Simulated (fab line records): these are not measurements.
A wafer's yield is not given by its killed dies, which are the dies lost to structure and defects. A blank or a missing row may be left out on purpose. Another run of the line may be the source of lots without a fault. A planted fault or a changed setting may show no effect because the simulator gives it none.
fab line records ; flow sky130
record lots=5; wafers=15; lastDay=50
route steps=708 shown DNWELL@42 PWDE@45 NWELL@56
lots with no fault: from the same line, run without faults
startH: start of the lot's first displayed wafer, in hours after the record's first day ; waitH: hours since the lot's step before ; " repeats the value in the row above ; L1.1+2: one row covering several wafers at once ; - no value, or no start was given ; * or withheld: withheld ; < > ~ a bound
route shown NAME@n: names a module that has steps shown in the file, with the first one's number in the route ; usual: the fault-free wafers' mean and standard deviation ; same: alike in all rows ; chamber/n: place in a boat ; sites: per-site readings ; _std_site: the standard deviation of these ; _edge_site: outer sites' mean less inner sites' ; radiusMm: how far each site lies from the wafer's centre ; mask NAME#n: copy n ; behind: the tool/chamber that last shaped the wafer ; hold: why the lot was held/for how many hours/how that ended ; device: the transistor (n, p or np) that didn't switch ; end of line: the tests these same wafers got at the end of their route ; a step with no rows: only its recipe ; killed: dies lost to structure and defects at the first sort, not the wafer's yield ; map: per-die view of a wafer (x killed, . not killed, _ where there is no die)
set.NAME: the setting that was run; set.NAME@STEP: the one run at that earlier step ; model.NAME: the simulator's own value behind a step, which no gauge read
lots at selected steps of the route; one table per step, one row per wafer
services: from which hour (startH, from the record's first day; less than 0 if before it) a tool's chamber was out of use, for how many hours, and why
## steps
# step SKY_DNWELL_IMPLANT_07
# recipe species=P; energyKev=withheld; doseCm2=withheld; tiltDeg=withheld
# step SKY_DNWELL_STRIP_08
# recipe chemistry=O2/N2; powerW=1400; pressureMtorr=1500; platenTempC=withheld; o2FlowSccm=3000; n2FlowSccm=300; overashFraction=0.5
# usual drypumpMotorCurrentA=5.9/0.56; oesProductAu=0.723/0.0045; stripTimeToEndpointS=37.00/0.1
lot.wafer;tool;chamber;startH;waitH;drypumpMotorCurrentA;oesProductAu;rfHoursCounterH;stripTimeToEndpointS
L886.1;plasmaAsher-02;0;75.97;0.1;5.0;0.719;27;36.89
L886.5;plasmaAsher-02;1;75.97;0.1;5.6;0.721;-;37.02
L886.6;plasmaAsher-02;0;75.97;0.1;5.0;0.723;-;36.82
L892.2;plasmaAsher-02;0;105.12;0.1;5.0;0.718;31;36.94
L892.3;plasmaAsher-02;0;105.12;0.1;5.0;0.724;-;36.80
L892.4;plasmaAsher-02;1;105.12;0.1;5.6;0.726;-;36.88
L898.1;plasmaAsher-02;1;133.33;0.1;5.6;0.722;34;37.13
L898.4;plasmaAsher-02;1;133.33;0.1;5.6;0.718;-;37.06
L898.6;plasmaAsher-02;0;133.33;0.1;5.0;0.723;-;37.16
L900.1;plasmaAsher-02;0;153.89;0.1;5.0;0.726;36;37.12
L900.2;plasmaAsher-02;1;153.89;0.1;5.6;0.715;36;37.12
L900.4;plasmaAsher-02;0;153.89;0.1;5.0;0.726;-;37.13
L905.2;plasmaAsher-02;0;168.37;0.1;5.0;0.724;38;36.79
L905.4;plasmaAsher-02;1;168.37;0.1;5.6;0.722;-;37.04
L905.6;plasmaAsher-02;0;168.37;0.1;5.0;0.721;-;36.91
# step SKY_DNWELL_TW_MEAS_09
# usual DNWELL_TW=1107/9
lot.wafer;tool;chamber;startH;waitH;DNWELL_TW
L886.1;filmMetro-02;-;76.07;0.1;1114
L886.5;filmMetro-02;-;76.07;0.1;1113
L886.6;filmMetro-02;-;76.07;0.1;1116
L892.2;filmMetro-02;-;105.23;0.1;1113
L892.3;filmMetro-02;-;105.23;0.1;1116
L892.4;filmMetro-02;-;105.23;0.1;1115
L898.1;filmMetro-02;-;133.43;0.1;1111
L898.4;filmMetro-02;-;133.43;0.1;1110
L898.6;filmMetro-02;-;133.43;0.1;1112
L900.1;filmMetro-04;-;153.99;0.1;1108
L900.2;filmMetro-04;-;153.99;0.1;1106
L900.4;filmMetro-04;-;153.99;0.1;1100
L905.2;filmMetro-01;-;168.48;0.1;1115
L905.4;filmMetro-01;-;168.48;0.1;1120
L905.6;filmMetro-01;-;168.48;0.1;1115
# step SKY_PWDE_DEHYDRATE_00
# recipe tempC=200; timeS=60
# step SKY_PWDE_HMDS_01
# recipe primeTimeS=60; primeTempC=119.1
# step SKY_PWDE_COAT_02
# recipe spinRpm=2000; resistThkNm=3000
# step SKY_PWDE_SOFTBAKE_03
# recipe tempC=110; timeS=withheld
# step SKY_PWDE_EXPOSE_04
# recipe maskId=PWDEM; na=0.6; sourceShape=conventional; sigmaOuter=0.6; polarization=unpolarized; targetCdNm=840; doseMj=214
# step SKY_PWDE_PEB_05
# recipe tempC=115; timeS=withheld
# step SKY_PWDE_DEVELOP_06
# recipe wallAngleDeg=90; developer=TMAH; developTimeS=60; devTempC=23
# step SKY_PWDE_OVL_MEAS_07
# usual PWDE_OVL=0.0/1.4
lot.wafer;tool;chamber;startH;waitH;PWDE_OVL[nm]
L886.1;overlay-01;-;92.61;-;1.1
L886.5;overlay-01;-;92.61;-;-0.8
L886.6;overlay-01;-;92.61;-;1.7
L892.2;overlay-02;-;123.31;-;-0.2
L892.3;overlay-02;-;123.31;-;-1.2
L892.4;overlay-02;-;123.31;-;0.8
L898.1;overlay-02;-;152.62;-;2.1
L898.4;overlay-02;-;152.62;-;0.5
L898.6;overlay-02;-;152.62;-;0.2
L900.1;overlay-02;-;173.73;-;-0.2
L900.2;overlay-02;-;173.73;-;-0.5
L900.4;overlay-02;-;173.73;-;0.5
L905.2;overlay-01;-;190.26;-;-0.1
L905.4;overlay-01;-;190.26;-;2.3
L905.6;overlay-01;-;190.26;-;-0.4
# step SKY_PWDE_IMPLANT_08
# recipe species=B; energyKev=150; doseCm2=3.6e+12; tiltDeg=withheld
# step SKY_PWDE_STRIP_09
# recipe chemistry=O2/N2; powerW=1400; pressureMtorr=1500; platenTempC=withheld; o2FlowSccm=3000; n2FlowSccm=300; overashFraction=0.5
# usual drypumpMotorCurrentA=5.8/0.46; oesProductAu=0.722/0.0044; stripTimeToEndpointS=36.96/0.087
lot.wafer;tool;chamber;startH;waitH;drypumpMotorCurrentA;oesProductAu;rfHoursCounterH;stripTimeToEndpointS;model.coat_of_PWDE_COAT_02.thkNm
L886.1;plasmaAsher-03;0;92.79;0.1;6.0;0.719;39;37.01;0
L886.5;plasmaAsher-03;0;92.79;0.1;6.0;0.727;-;37.08;0
L886.6;plasmaAsher-03;1;92.79;0.1;6.2;0.726;-;37.03;0
L892.2;plasmaAsher-01;1;123.49;0.1;5.3;0.928;42;-;1660
L892.3;plasmaAsher-01;1;123.49;0.1;5.3;0.934;-;-;1667
L892.4;plasmaAsher-01;0;123.49;0.1;6.4;0.926;-;-;1664
L898.1;plasmaAsher-02;1;152.81;0.1;5.6;0.722;36;36.90;0
L898.4;plasmaAsher-02;1;152.81;0.1;5.6;0.718;-;36.77;0
L898.6;plasmaAsher-02;0;152.81;0.1;5.0;0.724;-;36.91;0
L900.1;plasmaAsher-01;0;173.92;0.1;6.3;0.715;47;36.98;0
L900.2;plasmaAsher-01;1;173.92;0.1;5.4;0.723;47;36.96;0
L900.4;plasmaAsher-01;0;173.92;0.1;6.3;0.726;-;36.97;0
L905.2;plasmaAsher-01;1;190.44;0.1;5.3;0.714;50;37.06;0
L905.4;plasmaAsher-01;0;190.44;0.1;6.3;0.722;-;36.92;0
L905.6;plasmaAsher-01;1;190.44;0.1;5.4;0.726;-;36.90;0
# step SKY_PWDE_TW_MEAS_10
# usual PWDE_TW=373/3.1
lot.wafer;tool;chamber;startH;waitH;PWDE_TW
L886.1;filmMetro-02;-;92.89;0.1;372
L886.5;filmMetro-02;-;92.89;0.1;371
L886.6;filmMetro-02;-;92.89;0.1;373
L892.2;filmMetro-02;-;123.60;0.1;372
L892.3;filmMetro-02;-;123.60;0.1;372
L892.4;filmMetro-02;-;123.60;0.1;373
L898.1;filmMetro-01;-;152.91;0.1;378
L898.4;filmMetro-01;-;152.91;0.1;378
L898.6;filmMetro-01;-;152.91;0.1;376
L900.1;filmMetro-01;-;174.02;0.1;376
L900.2;filmMetro-01;-;174.02;0.1;373
L900.4;filmMetro-01;-;174.02;0.1;376
L905.2;filmMetro-04;-;190.55;0.1;368
L905.4;filmMetro-04;-;190.55;0.1;370
L905.6;filmMetro-04;-;190.55;0.1;370
# step SKY_NWELL_DEHYDRATE_03
# recipe tempC=200; timeS=60
# step SKY_NWELL_HMDS_04
# recipe primeTimeS=60; primeTempC=120
# step SKY_NWELL_COAT_05
# recipe spinRpm=2000; resistThkNm=3000
# step SKY_NWELL_SOFTBAKE_06
# recipe tempC=110; timeS=withheld
# step SKY_NWELL_EXPOSE_07
# recipe maskId=NWM; na=0.6; sourceShape=conventional; sigmaOuter=0.6; polarization=unpolarized; targetCdNm=840; doseMj=255
# step SKY_NWELL_PEB_08
# recipe tempC=115; timeS=withheld
# step SKY_NWELL_DEVELOP_09
# recipe wallAngleDeg=90; developer=TMAH; developTimeS=60; devTempC=23
# step SKY_NWELL_OVL_MEAS_10
# usual NWELL_00_OVL=0.1/1.4
lot.wafer;tool;chamber;startH;waitH;NWELL_00_OVL[nm]
L886.1;overlay-02;-;110.23;-;0.3
L886.5;overlay-02;-;110.23;-;0.6
L886.6;overlay-02;-;110.23;-;1.9
L892.2;overlay-01;-;142.53;-;0.1
L892.3;overlay-01;-;142.53;-;0.4
L892.4;overlay-01;-;142.53;-;0.6
L898.1;overlay-01;-;172.21;-;3.7
L898.4;overlay-01;-;172.21;-;2.8
L898.6;overlay-01;-;172.21;-;2.6
L900.1;overlay-02;-;194.62;-;-2.1
L900.2;overlay-02;-;194.62;-;0.1
L900.4;overlay-02;-;194.62;-;-2.3
L905.2;overlay-02;-;212.07;-;0.1
L905.4;overlay-02;-;212.07;-;0.4
L905.6;overlay-02;-;212.07;-;-1.1
# step SKY_NWELL_IMPLANT_11
# recipe species=P; energyKev=400; doseCm2=1.9e+13; tiltDeg=withheld
# step SKY_NWELL_IMPLANT_12
# recipe species=P; energyKev=120; doseCm2=1.3e+12; tiltDeg=withheld
# step SKY_NWELL_IMPLANT_13
# recipe species=P; energyKev=50; doseCm2=7e+11; tiltDeg=withheld
# step SKY_NWELL_STRIP_14
# recipe chemistry=O2/N2; powerW=1400; pressureMtorr=1500; platenTempC=withheld; o2FlowSccm=3000; n2FlowSccm=300; overashFraction=0.5
# usual drypumpMotorCurrentA=6.2/0.38; oesProductAu=0.723/0.0048; stripTimeToEndpointS=37.02/0.1
lot.wafer;tool;chamber;startH;waitH;drypumpMotorCurrentA;oesProductAu;rfHoursCounterH;stripTimeToEndpointS
L886.1;plasmaAsher-01;1;110.71;0.1;5.3;0.724;41;37.01
L886.5;plasmaAsher-01;0;110.71;0.1;6.3;0.721;-;37.03
L886.6;plasmaAsher-01;1;110.71;0.1;5.3;0.729;-;37.02
L892.2;plasmaAsher-04;0;143.01;0.1;6.4;0.731;47;61.30
L892.3;plasmaAsher-04;0;143.01;0.1;6.4;0.724;-;61.44
L892.4;plasmaAsher-04;1;143.01;0.1;6.6;0.729;-;61.39
L898.1;plasmaAsher-03;1;172.69;0.1;6.2;0.720;6;37.02
L898.4;plasmaAsher-03;1;172.69;0.1;6.2;0.720;-;37.07
L898.6;plasmaAsher-03;0;172.69;0.1;6.1;0.722;-;37.00
L900.1;plasmaAsher-01;1;195.10;0.1;5.4;0.726;50;36.99
L900.2;plasmaAsher-01;0;195.10;0.1;6.3;0.729;50;37.03
L900.4;plasmaAsher-01;1;195.10;0.1;5.4;0.729;-;37.08
L905.2;plasmaAsher-03;1;212.55;0.1;6.2;0.727;10;37.02
L905.4;plasmaAsher-03;0;212.55;0.1;6.1;0.732;-;36.98
L905.6;plasmaAsher-03;1;212.55;0.1;6.2;0.721;-;36.97
# step SKY_NWELL_TW_MEAS_15
# usual NWELL_TW=1809/17
lot.wafer;tool;chamber;startH;waitH;NWELL_TW
L886.1;filmMetro-01;-;110.81;0.1;1813
L886.5;filmMetro-01;-;110.81;0.1;1828
L886.6;filmMetro-01;-;110.81;0.1;1819
L892.2;filmMetro-04;-;143.12;0.1;30
L892.3;filmMetro-04;-;143.12;0.1;30
L892.4;filmMetro-04;-;143.12;0.1;30
L898.1;filmMetro-04;-;172.79;0.1;1801
L898.4;filmMetro-04;-;172.79;0.1;1790
L898.6;filmMetro-04;-;172.79;0.1;1793
L900.1;filmMetro-01;-;195.20;0.1;1825
L900.2;filmMetro-01;-;195.20;0.1;1838
L900.4;filmMetro-01;-;195.20;0.1;1833
L905.2;filmMetro-02;-;212.66;0.1;1819
L905.4;filmMetro-02;-;212.66;0.1;1810
L905.6;filmMetro-02;-;212.66;0.1;1813
# step SKY_NWELL_DEHYDRATE_16
# recipe tempC=200; timeS=60
## services
tool;chamber;startH;hours;kind
plasmaAsher-03;-;60.66;5.5;repair
plasmaAsher-01;-;73.95;10.8;repair
plasmaAsher-04;-;78.23;2.8;pm
plasmaAsher-03;-;108.75;9.0;pm
plasmaAsher-03;0;108.75;9.0;ventCycle
plasmaAsher-03;1;108.75;9.0;ventCycle
plasmaAsher-03;0;117.75;-;clean
plasmaAsher-03;1;117.75;-;clean
plasmaAsher-04;-;142.19;0.4;repair
plasmaAsher-04;-;157.71;30.0;pm
plasmaAsher-02;-;173.78;0.4;repair
plasmaAsher-04;-;208.07;2.9;repair
## key
firstSign step=SKY_PWDE_STRIP_09; reading=oesProductAu; direction=up; sigmas=47; usual=0.722; struck=0.930
effect step=SKY_NWELL_STRIP_14; reading=stripTimeToEndpointS; direction=up; sigmas=99+; usual=*; struck=*
effect step=SKY_NWELL_TW_MEAS_15; reading=NWELL_TW; direction=down; sigmas=99+; usual=1809; struck=30
modelEffect step=SKY_PWDE_STRIP_09; value=coat_of_PWDE_COAT_02.thkNm; without=0; struck=1663
metAt SKY_PWDE_STRIP_09
struckWafers L892.2,L892.3,L892.4
sortLeftOut L892.2,L892.3,L892.4
testerLeftOut L892
fault kind=stripAborted; tool=plasmaAsher-01; chamber=-; onsetH=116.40; steps=SKY_PWDE_STRIP_09; offset=0.77791; endH=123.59
# testerLeftOut: of these lots the tester's yield and bins aren't shown, on N5 and GAA mostly nor the transistor test; their killed dies are dies lost to structure and defects alone, not to doping, threshold or leakage, so they don't give the yield
# sortLeftOut: the simulated sort isn't trusted on such a fault, so these wafers' sort isn't shown, and their yield isn't known
